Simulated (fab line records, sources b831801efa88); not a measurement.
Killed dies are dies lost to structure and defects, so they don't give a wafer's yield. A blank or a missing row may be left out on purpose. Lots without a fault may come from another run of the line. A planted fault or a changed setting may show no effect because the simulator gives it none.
Which tool did it? | flow sky130 | 10 lots, 30 wafers sampled, at 6 steps of a route of 708

WHAT THE GAUGES READ, wafer by wafer
SKY_METAL4_CD_MEAS_13: target cd 300 nm. Usual: cd_nm 299.8 nm, standard deviation 1.3.
lot  | measured     | on        | cd_nm (nm)        | flag
L606 | day 42 09:02 | cd_sem-01 | 301.4 300.4 300.2 |
L607 | day 42 12:52 | cd_sem-01 | 298.8 299.5 299.4 |
L609 | day 43 05:08 | cd_sem-02 | 300.8 300.4 301.0 |
L612 | day 43 21:38 | cd_sem-02 | 299.9 300.6 298.9 |
L617 | day 45 06:26 | cd_sem-02 | 300.2 300.9 299.9 |
L618 | day 45 13:52 | cd_sem-01 | 298.5 297.8 300.2 |
L619 | day 45 19:10 | cd_sem-01 | 298.5 298.5 298.6 |
L621 | day 46 06:31 | cd_sem-02 | 301.9 300.7 300.8 |
L625 | day 47 06:44 | cd_sem-02 | 299.7 300.1 298.8 |
L626 | day 47 10:34 | cd_sem-02 | 301.1 300.1 300.1 |

SKY_METAL5_RS_MEAS_05: measures by four-point-probe. Usual: METAL5_ALCU_RS 0.02719 ohm/sq, standard deviation 0.00029.
lot  | measured     | on            | METAL5_ALCU_RS (ohm/sq) | flag
L606 | day 43 10:58 | film_metro-02 | 0.02709 0.02756 0.02771 |
L607 | day 43 15:28 | film_metro-01 | 0.02732 0.02732 0.02756 |
L609 | day 44 06:36 | film_metro-01 | 0.02786 0.02729 0.02748 |
L612 | day 44 22:35 | film_metro-01 | 0.02687 0.02695 0.0266  |
L617 | day 46 07:13 | film_metro-02 | 0.02709 0.03292 0.02732 | OFF
L618 | day 46 15:01 | film_metro-02 | 0.02664 0.02645 0.02677 |
L619 | day 46 19:07 | film_metro-03 | 0.03352 0.03344 0.02711 | OFF
L621 | day 47 05:49 | film_metro-01 | 0.03364 0.03315 0.03283 | OFF
L625 | day 48 05:28 | film_metro-03 | 0.02747 0.02694 0.02737 |
L626 | day 48 10:36 | film_metro-03 | 0.02683 0.02699 0.02686 |

SKY_METAL5_THK_MEAS_06: measures by xrf. Usual: METAL5_ALCU_THK 1133 nm, standard deviation 14.
lot  | measured     | on            | METAL5_ALCU_THK (nm) | flag
L606 | day 43 11:04 | film_metro-02 | 1133 1118 1108       |
L607 | day 43 15:35 | film_metro-01 | 1120 1131 1112       |
L609 | day 44 06:43 | film_metro-01 | 1110 1129 1119       |
L612 | day 44 22:43 | film_metro-01 | 1151 1143 1157       |
L617 | day 46 07:20 | film_metro-02 | 1143 935 1123        | OFF
L618 | day 46 15:08 | film_metro-02 | 1157 1158 1148       |
L619 | day 46 19:13 | film_metro-03 | 915 919 1143         | OFF
L621 | day 47 05:55 | film_metro-01 | 914 928 941          | OFF
L625 | day 48 05:35 | film_metro-03 | 1124 1141 1128       |
L626 | day 48 10:43 | film_metro-03 | 1147 1141 1144       |

WHICH TOOL RAN EACH LOT (tool, then ch and the chambers of the sampled wafers, then the start)
lot  | SKY_METAL4_ETCH_16                | SKY_METAL5_SPUTTER_02        | SKY_METAL5_SPUTTER_04
L606 | rie_metal-02 ch 0,1, day 42 09:13 | pvd_sputter-02, day 43 10:48 | pvd_sputter-02, day 43 10:52
L607 | rie_metal-04 ch 1, day 42 13:05   | pvd_sputter-04, day 43 15:20 | pvd_sputter-04, day 43 15:25
L609 | rie_metal-01 ch 0,1, day 43 05:19 | pvd_sputter-04, day 44 06:29 | pvd_sputter-04, day 44 06:33
L612 | rie_metal-04 ch 0,1, day 43 21:49 | pvd_sputter-04, day 44 22:28 | pvd_sputter-04, day 44 22:32
L617 | rie_metal-01 ch 0,1, day 45 06:37 | pvd_sputter-04, day 46 07:06 | pvd_sputter-04, day 46 07:10
L618 | rie_metal-04 ch 0,1, day 45 14:01 | pvd_sputter-02, day 46 14:53 | pvd_sputter-02, day 46 14:57
L619 | rie_metal-01 ch 0,1, day 45 19:20 | pvd_sputter-04, day 46 18:58 | pvd_sputter-04, day 46 19:02
L621 | rie_metal-01 ch 1, day 46 06:40   | pvd_sputter-04, day 47 05:40 | pvd_sputter-04, day 47 05:44
L625 | rie_metal-04 ch 0,1, day 47 06:55 | pvd_sputter-03, day 48 05:20 | pvd_sputter-03, day 48 05:25
L626 | rie_metal-01 ch 0,1, day 47 10:45 | pvd_sputter-03, day 48 10:29 | pvd_sputter-03, day 48 10:33
- SKY_METAL4_ETCH_16: etches BARC in N2/H2, stops on SiO2, time 88.2 s, target depth 60 nm.
- SKY_METAL5_SPUTTER_02: material AlCu, target thk 1150 nm, time 61.2 s.
- SKY_METAL5_SPUTTER_04: material TiN, target thk 70 nm, time 58.3 s.

WHAT THE TOOLS THEMSELVES READ (means of the sampled wafers that have a number; where no wafer has one, the mark that the record gives instead)
SKY_METAL4_ETCH_16. Usual: drypump_motor_current_A 5.5 A, standard deviation 0.36; h2_flow_sccm 200.0 sccm, standard deviation 0.53; oes_product_au 0.625 a.u., standard deviation 0.0043; throttle_valve_pct 13.206 %, standard deviation 0.0088.
lot  | tool         | drypump_motor_current_A (A) | h2_flow_sccm (sccm) | oes_product_au (a.u.) | throttle_valve_pct (%) | flag
L606 | rie_metal-02 | 5.8                         | 199.6               | 0.631                 | 13.197                 |
L607 | rie_metal-04 | 5.6                         | 199.9               | 0.622                 | 13.200                 |
L609 | rie_metal-01 | 5.3                         | 199.7               | 0.624                 | 13.206                 |
L612 | rie_metal-04 | 5.2                         | 200.1               | 0.627                 | 13.206                 |
L617 | rie_metal-01 | 5.6                         | 199.1               | 0.623                 | 13.205                 |
L618 | rie_metal-04 | 5.2                         | 200.6               | 0.625                 | 13.206                 |
L619 | rie_metal-01 | 5.3                         | 199.5               | 0.625                 | 13.211                 |
L621 | rie_metal-01 | 5.1                         | 199.4               | 0.625                 | 13.206                 |
L625 | rie_metal-04 | 5.2                         | 199.9               | 0.621                 | 13.201                 |
L626 | rie_metal-01 | 5.4                         | 199.7               | 0.625                 | 13.200                 |

SKY_METAL5_SPUTTER_02. Usual: cathode_dc_power_W 10600 W, standard deviation 1.8; throttle_valve_pct 30.0 %, standard deviation 1.
lot  | tool           | cathode_dc_power_W (W) | throttle_valve_pct (%) | flag
L606 | pvd_sputter-02 | 10600                  | 29.0                   |
L607 | pvd_sputter-04 | 10602                  | 30.6                   |
L609 | pvd_sputter-04 | 10599                  | 30.6                   |
L612 | pvd_sputter-04 | 10601                  | 30.3                   |
L617 | pvd_sputter-04 | 10600                  | 30.3                   |
L618 | pvd_sputter-02 | 10599                  | 29.2                   |
L619 | pvd_sputter-04 | 10601                  | 29.6                   |
L621 | pvd_sputter-04 | 10599                  | 30.0                   |
L625 | pvd_sputter-03 | 10601                  | 29.7                   |
L626 | pvd_sputter-03 | 10600                  | 29.9                   |

SKY_METAL5_SPUTTER_04. Usual: cathode_dc_power_W 6500.0 W, standard deviation 1.2; throttle_valve_pct 30.0 %, standard deviation 0.99.
lot  | tool           | cathode_dc_power_W (W) | throttle_valve_pct (%) | flag
L606 | pvd_sputter-02 | 6500.0                 | 29.0                   |
L607 | pvd_sputter-04 | 6499.5                 | 30.5                   |
L609 | pvd_sputter-04 | 6500.0                 | 30.5                   |
L612 | pvd_sputter-04 | 6499.2                 | 30.3                   |
L617 | pvd_sputter-04 | 6501.4                 | 30.2                   |
L618 | pvd_sputter-02 | 6500.4                 | 29.1                   |
L619 | pvd_sputter-04 | 6500.7                 | 29.6                   |
L621 | pvd_sputter-04 | 6499.3                 | 30.0                   |
L625 | pvd_sputter-03 | 6499.7                 | 29.5                   |
L626 | pvd_sputter-03 | 6500.3                 | 29.9                   |

THE ANSWER, worked out from the rows above alone
Rule: a lot is off if the mean of its wafers that have a number lies more than 3 standard deviations from the usual mean. A lot without any number at a reading at which 4 lots or more have one is off too. The other lots that the step has rows for count as sound. The gauges are gone through in route order, then the tools' own readings, and for those a lot's mean is taken as printed above. The first step at which some lot is off is used, and at that step the reading that is off furthest; a lot without a number counts as furthest.
Off: L617, L619, L621, at SKY_METAL5_RS_MEAS_05 (METAL5_ALCU_RS).
A tool fits if, at a process step before that reading, it ran every lot that is off, and no sound lot after the first of them. The gauges at SKY_METAL5_RS_MEAS_05 are tried like those tools. One fits: pvd_sputter-04 at SKY_METAL5_SPUTTER_02 and SKY_METAL5_SPUTTER_04. At SKY_METAL5_SPUTTER_02 its last sound lot is L612 (day 44 22:28), its first lot that is off L617 (day 46 07:06): a fault that began between those two fits.

WHAT THE SIMULATOR HAD PUT IN
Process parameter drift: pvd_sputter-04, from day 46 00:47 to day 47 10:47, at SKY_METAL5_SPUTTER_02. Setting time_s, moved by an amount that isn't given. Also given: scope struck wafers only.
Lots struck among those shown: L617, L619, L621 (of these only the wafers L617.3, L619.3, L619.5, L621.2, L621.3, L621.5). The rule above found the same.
